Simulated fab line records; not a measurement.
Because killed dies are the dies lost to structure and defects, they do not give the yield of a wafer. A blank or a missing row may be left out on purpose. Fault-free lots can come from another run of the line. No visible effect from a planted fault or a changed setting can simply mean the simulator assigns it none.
Which tool was responsible? / flow sky130 / Sampling: 10 lots, 30 wafers, 6 of 708 route steps

WHAT THE GAUGES READ, wafer by wafer
SKY_VIA4_BOW_MEAS_03. Usual: VIA4_BOW typically reads 81 um, with standard deviation 8.4.
lot=L725; measured=day 42 03:03; on=film metro-02; VIA4_BOW (um)=67 79 90; flag=
lot=L726; measured=day 42 10:49; on=film metro-04; VIA4_BOW (um)=99 91 97; flag=
lot=L730; measured=day 43 14:25; on=film metro-02; VIA4_BOW (um)=88 93 76; flag=
lot=L732; measured=day 44 02:10; on=film metro-02; VIA4_BOW (um)=77 80 90; flag=
lot=L733; measured=day 44 23:04; on=film metro-02; VIA4_BOW (um)=91 80 84; flag=
lot=L739; measured=day 46 03:20; on=film metro-01; VIA4_BOW (um)=80 75 73; flag=
lot=L743; measured=day 46 21:38; on=film metro-02; VIA4_BOW (um)=62 74 75; flag=
lot=L744; measured=day 47 07:32; on=film metro-01; VIA4_BOW (um)=99 90 71; flag=
lot=L746; measured=day 47 21:29; on=film metro-04; VIA4_BOW (um)=71 77 75; flag=
lot=L747; measured=day 48 03:35; on=film metro-02; VIA4_BOW (um)=80 86 88; flag=

SKY_VIA4_RS_MEAS_19: measurement is done with a four-point probe. Usual: VIA4_W_RS typically reads 0.2271 ohm/sq, with standard deviation 0.002.
lot=L725; measured=day 43 02:54; on=film metro-04; VIA4_W_RS (ohm/sq)=0.2238 0.2263 0.2255; flag=
lot=L726; measured=day 43 11:08; on=film metro-02; VIA4_W_RS (ohm/sq)=0.2303 0.2280 0.2268; flag=
lot=L730; measured=day 44 13:56; on=film metro-02; VIA4_W_RS (ohm/sq)=0.2271 0.2265 0.2281; flag=
lot=L732; measured=day 45 01:28; on=film metro-04; VIA4_W_RS (ohm/sq)=0.2267 0.2261 0.2308; flag=
lot=L733; measured=day 45 20:59; on=film metro-02; VIA4_W_RS (ohm/sq)=0.2276 0.2290 0.2275; flag=
lot=L739; measured=day 47 00:49; on=film metro-02; VIA4_W_RS (ohm/sq)=0.3350 0.2259 0.3351; flag=OFF
lot=L743; measured=day 47 18:38; on=film metro-01; VIA4_W_RS (ohm/sq)=0.3374 0.2279 0.2274; flag=OFF
lot=L744; measured=day 48 04:29; on=film metro-01; VIA4_W_RS (ohm/sq)=0.2303 0.2292 0.2315; flag=
lot=L746; measured=day 48 17:32; on=film metro-01; VIA4_W_RS (ohm/sq)=0.2268 0.2268 0.2241; flag=
lot=L747; measured=day 48 23:10; on=film metro-02; VIA4_W_RS (ohm/sq)=0.2248 0.2253 0.2258; flag=

SKY_VIA4_THK_MEAS_20: measures by xrf. Usual: VIA4_W_THK typically reads 492 nm, with standard deviation 5.2.
lot=L725; measured=day 43 03:01; on=film metro-04; VIA4_W_THK (nm)=502 495 495; flag=
lot=L726; measured=day 43 11:16; on=film metro-02; VIA4_W_THK (nm)=485 491 496; flag=
lot=L730; measured=day 44 14:02; on=film metro-02; VIA4_W_THK (nm)=488 493 487; flag=
lot=L732; measured=day 45 01:35; on=film metro-04; VIA4_W_THK (nm)=491 491 482; flag=
lot=L733; measured=day 45 21:05; on=film metro-02; VIA4_W_THK (nm)=491 485 487; flag=
lot=L739; measured=day 47 00:56; on=film metro-02; VIA4_W_THK (nm)=335 496 336; flag=OFF
lot=L743; measured=day 47 18:44; on=film metro-01; VIA4_W_THK (nm)=336 490 491; flag=OFF
lot=L744; measured=day 48 04:35; on=film metro-01; VIA4_W_THK (nm)=490 488 486; flag=
lot=L746; measured=day 48 17:39; on=film metro-01; VIA4_W_THK (nm)=497 496 503; flag=
lot=L747; measured=day 48 23:16; on=film metro-02; VIA4_W_THK (nm)=498 497 498; flag=

TOOL THAT RAN EACH LOT (tool first, then ch and the chambers of the sampled wafers, then the start)
lot=L725; SKY_METAL4_SPUTTER_01=pvd sputter-03, day 40 00:31; SKY_METAL4_SPUTTER_03=pvd sputter-03, day 40 00:34; SKY_VIA4_CVD_18=cvd w-01 ch 0, day 43 02:44
lot=L726; SKY_METAL4_SPUTTER_01=pvd sputter-04, day 40 08:19; SKY_METAL4_SPUTTER_03=pvd sputter-04, day 40 08:22; SKY_VIA4_CVD_18=cvd w-02 ch 0,1, day 43 10:59
lot=L730; SKY_METAL4_SPUTTER_01=pvd sputter-04, day 41 12:49; SKY_METAL4_SPUTTER_03=pvd sputter-04, day 41 12:52; SKY_VIA4_CVD_18=cvd w-01 ch 0,1, day 44 13:47
lot=L732; SKY_METAL4_SPUTTER_01=pvd sputter-04, day 42 01:04; SKY_METAL4_SPUTTER_03=pvd sputter-04, day 42 01:07; SKY_VIA4_CVD_18=cvd w-02 ch 0,1, day 45 01:19
lot=L733; SKY_METAL4_SPUTTER_01=pvd sputter-04, day 42 23:03; SKY_METAL4_SPUTTER_03=pvd sputter-04, day 42 23:07; SKY_VIA4_CVD_18=cvd w-02 ch 0,1, day 45 20:49
lot=L739; SKY_METAL4_SPUTTER_01=pvd sputter-01, day 44 05:19; SKY_METAL4_SPUTTER_03=pvd sputter-01, day 44 05:22; SKY_VIA4_CVD_18=cvd w-02 ch 0,1, day 47 00:40
lot=L743; SKY_METAL4_SPUTTER_01=pvd sputter-04, day 44 23:37; SKY_METAL4_SPUTTER_03=pvd sputter-04, day 44 23:41; SKY_VIA4_CVD_18=cvd w-02 ch 0,1, day 47 18:29
lot=L744; SKY_METAL4_SPUTTER_01=pvd sputter-03, day 45 10:10; SKY_METAL4_SPUTTER_03=pvd sputter-03, day 45 10:13; SKY_VIA4_CVD_18=cvd w-01 ch 1, day 48 04:19
lot=L746; SKY_METAL4_SPUTTER_01=pvd sputter-04, day 46 03:04; SKY_METAL4_SPUTTER_03=pvd sputter-04, day 46 03:08; SKY_VIA4_CVD_18=cvd w-01 ch 0,1, day 48 17:23
lot=L747; SKY_METAL4_SPUTTER_01=pvd sputter-03, day 46 09:07; SKY_METAL4_SPUTTER_03=pvd sputter-03, day 46 09:11; SKY_VIA4_CVD_18=cvd w-01 ch 0,1, day 48 23:01
- SKY_METAL4_SPUTTER_01: material TiN, target thk 20 nm, time 16.7 s.
- SKY_METAL4_SPUTTER_03: material Ti, target thk 5 nm, time 3.3 s.
- SKY_VIA4_CVD_18: deposits W, target thk 505 nm, time 152.14 s.

AS READ BY THE TOOLS THEMSELVES (means over the sampled wafers that have a number; for cases with no such wafer, the mark the record gives instead)
SKY_METAL4_SPUTTER_01. Usual: throttle valve pct at 30.0 %, with a standard deviation of 1.6.
lot=L725; tool=pvd sputter-03; throttle valve pct (%)=29.0; flag=
lot=L726; tool=pvd sputter-04; throttle valve pct (%)=30.1; flag=
lot=L730; tool=pvd sputter-04; throttle valve pct (%)=31.1; flag=
lot=L732; tool=pvd sputter-04; throttle valve pct (%)=30.0; flag=
lot=L733; tool=pvd sputter-04; throttle valve pct (%)=30.2; flag=
lot=L739; tool=pvd sputter-01; throttle valve pct (%)=30.4; flag=
lot=L743; tool=pvd sputter-04; throttle valve pct (%)=30.4; flag=
lot=L744; tool=pvd sputter-03; throttle valve pct (%)=28.0; flag=
lot=L746; tool=pvd sputter-04; throttle valve pct (%)=29.2; flag=
lot=L747; tool=pvd sputter-03; throttle valve pct (%)=29.0; flag=

SKY_METAL4_SPUTTER_03. Usual: throttle valve pct at 29.9 %, with a standard deviation of 1.6.
lot=L725; tool=pvd sputter-03; throttle valve pct (%)=28.9; flag=
lot=L726; tool=pvd sputter-04; throttle valve pct (%)=29.9; flag=
lot=L730; tool=pvd sputter-04; throttle valve pct (%)=31.2; flag=
lot=L732; tool=pvd sputter-04; throttle valve pct (%)=30.0; flag=
lot=L733; tool=pvd sputter-04; throttle valve pct (%)=30.1; flag=
lot=L739; tool=pvd sputter-01; throttle valve pct (%)=30.3; flag=
lot=L743; tool=pvd sputter-04; throttle valve pct (%)=30.4; flag=
lot=L744; tool=pvd sputter-03; throttle valve pct (%)=28.0; flag=
lot=L746; tool=pvd sputter-04; throttle valve pct (%)=29.2; flag=
lot=L747; tool=pvd sputter-03; throttle valve pct (%)=28.9; flag=

SKY_VIA4_CVD_18. Usual: heater power outer w 521 W, standard deviation 32; heater power w 875 W, standard deviation 19; susceptor temp C 399.98 C, standard deviation 0.19.
lot=L725; tool=cvd w-01; heater power outer w (W)=549; heater power w (W)=880; susceptor temp C (C)=399.89; flag=
lot=L726; tool=cvd w-02; heater power outer w (W)=481; heater power w (W)=863; susceptor temp C (C)=400.05; flag=
lot=L730; tool=cvd w-01; heater power outer w (W)=529; heater power w (W)=868; susceptor temp C (C)=399.82; flag=
lot=L732; tool=cvd w-02; heater power outer w (W)=481; heater power w (W)=868; susceptor temp C (C)=400.02; flag=
lot=L733; tool=cvd w-02; heater power outer w (W)=482; heater power w (W)=874; susceptor temp C (C)=399.84; flag=
lot=L739; tool=cvd w-02; heater power outer w (W)=443; heater power w (W)=789; susceptor temp C (C)=386.11; flag=OFF
lot=L743; tool=cvd w-02; heater power outer w (W)=462; heater power w (W)=833; susceptor temp C (C)=393.03; flag=OFF
lot=L744; tool=cvd w-01; heater power outer w (W)=523; heater power w (W)=886; susceptor temp C (C)=399.96; flag=
lot=L746; tool=cvd w-01; heater power outer w (W)=548; heater power w (W)=888; susceptor temp C (C)=399.89; flag=
lot=L747; tool=cvd w-01; heater power outer w (W)=548; heater power w (W)=889; susceptor temp C (C)=400.12; flag=

THE ANSWER, worked out from the rows above alone
Rule: a lot counts as off when the mean over its wafers that have a number is more than 3 standard deviations away from the usual mean. Also off: a lot with no number at a reading for which 4 or more lots have one. Any other lot the step has rows for is counted as sound. First the gauges in route order, then the tools' own readings, where a lot's mean is used as printed above. At the first step where some lot is off, the reading lying furthest off is the one used; lots without a number count as furthest.
Off: at SKY_VIA4_RS_MEAS_19 (VIA4_W_RS), L739, L743.
A tool fits if, at a process step before that reading, it ran every lot that is off, and no sound lot after the first of them. The gauges at SKY_VIA4_RS_MEAS_19 aren't tried: what is off there is off at SKY_VIA4_CVD_18 too, on other tools, and a gauge's error can't cause that. One fits: cvd w-02 at SKY_VIA4_CVD_18. Its last sound lot is L733 (day 45 20:49), its first lot that is off L739 (day 47 00:40): a fault that began between those two fits.
The tool's own readings at SKY_VIA4_CVD_18 bear it out: on the lots that are off they differ by more than 5 times the standard deviation of the sound lots' means. heater power w reads 811 W there against 877 W on the sound lots; susceptor temp C reads 389.57 C there against 399.95 C on the sound lots.

WHAT THE SIMULATOR PUT IN
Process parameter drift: cvd w-02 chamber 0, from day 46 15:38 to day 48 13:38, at SKY_VIA4_CVD_18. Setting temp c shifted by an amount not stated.
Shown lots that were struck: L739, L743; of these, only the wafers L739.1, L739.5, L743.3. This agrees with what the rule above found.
